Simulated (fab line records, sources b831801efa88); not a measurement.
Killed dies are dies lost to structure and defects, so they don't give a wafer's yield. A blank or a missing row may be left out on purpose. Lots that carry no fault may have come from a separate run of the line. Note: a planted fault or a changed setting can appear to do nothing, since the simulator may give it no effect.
A struck lot beside a sound one / flow sky130 / 15 out of 708 route steps
Sound: the wafers L832.3, L832.4, L832.6. Wafers struck: L841.2, L841.3, L841.4. At the end, the cause is stated.
Order at every step that has rows: each side's tool, ch and its chambers, its first start. Under that, the readings that differ: sound wafers / struck wafers / difference of the means / sigmas: that difference in standard deviations of wafers without a fault.
alike: words and numbers the same on both sides, and readings whose means are apart by under 2 such deviations; not compared: readings that were withheld, readings missing a value for some wafer, numbers with overlapping values and no deviation given by the record, and bounds like >300 which may hide the same value.
Wherever a step has rows on one side only, a row that says differs or no value, or a row with sigmas, the two part there. Non-overlapping numbers with no deviation appear without sigmas and do not part them. Lack of a reading on every wafer of one side parts them only where that side has two or more wafers.

SKY_CONTACT_BOW_MEAS_05:
  struck on film_metro-02, day 36 12:26; sound on film_metro-02, day 34 04:03
  alike: CONTACT_BOW
then, 8 steps without rows for these wafers: SKY_CONTACT_DEHYDRATE_06 (time 60 s); SKY_CONTACT_HMDS_07 (prime time 60 s); SKY_CONTACT_COAT_08 (resist thk 60 nm); SKY_CONTACT_COAT_09 (resist thk 444.6 nm); SKY_CONTACT_SOFTBAKE_10 (time 90 s); SKY_CONTACT_EXPOSE_11 (exposes mask CTM1, target cd 170 nm); SKY_CONTACT_PEB_12; SKY_CONTACT_DEVELOP_13 (develop time 60 s).
SKY_CONTACT_CD_MEAS_14: target cd 170 nm.
  struck on cd_sem-01, day 37 14:09; sound on cd_sem-02, day 35 07:11
  alike: cd_nm
SKY_CONTACT_OVL_MEAS_15:
  struck on overlay-01, day 37 14:16; sound on overlay-02, day 35 07:16
  alike: CONTACT_OVL
SKY_CONTACT_ETCH_16: etches BARC in N2/H2, stops on SiO2, time 45.9 s, target depth 60 nm.
  sound on rie_diel-04 ch 0,1,3, day 35 07:17; struck on rie_diel-04 ch 1,3, day 37 14:17
  alike: bias_w, chamber_pressure_mTorr, drypump_motor_current_A, n2_flow_sccm, oes_product_au, rf_fwd_power_W, throttle_valve_pct
  not compared: rf_hours_counter_h
SKY_CONTACT_ETCH_17: etches SiO2 in C4F8/O2/Ar, stops on Si3N4, target depth 340 nm.
  sound on rie_diel-04 ch 0,1,3, day 35 07:20; struck on rie_diel-04 ch 1,3, day 37 14:20
reading=bias_w (W); sound=1190 1199 1194; struck=1165 1169 1162; difference=-29; sigmas=-9
  alike: chamber_pressure_mTorr, oes_product_au, rf_fwd_power_W
SKY_CONTACT_ETCH_18: etches Si3N4 in CHF3/O2, stops on TiN, time 39 s, target depth 75 nm.
  sound on rie_diel-04 ch 0,1,3; struck on rie_diel-04 ch 1,3
  alike: bias_w, chamber_pressure_mTorr, drypump_motor_current_A, oes_product_au, rf_fwd_power_W, throttle_valve_pct
  not compared: rf_hours_counter_h
-- the record jumps here: 13 days lie between the struck wafers' starts before and after (it left off in module CONTACT and takes up again in module PAD_OPEN, whose first step shown is number 708 of the route) --
SKY_PAD_OPEN_PROBE_99:
  struck on prober-02, day 50 06:19; sound on prober-01, day 48 14:55
  alike: killed_at_M0_to_M3, killed_at_M4_up, killed_at_contacts, killed_at_front_end, killed_dies, killed_open, killed_short

## WHERE THEY PART
Within this record, at SKY_CONTACT_ETCH_17 only. Later steps at which nothing parts them and some readings are alike: SKY_CONTACT_ETCH_18, SKY_PAD_OPEN_PROBE_99.

WHY: the cause the simulator had injected
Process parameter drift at SKY_CONTACT_ETCH_17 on rie_diel-04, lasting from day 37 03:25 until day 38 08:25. Setting bias_w shifted by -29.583 from 1200. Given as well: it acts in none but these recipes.
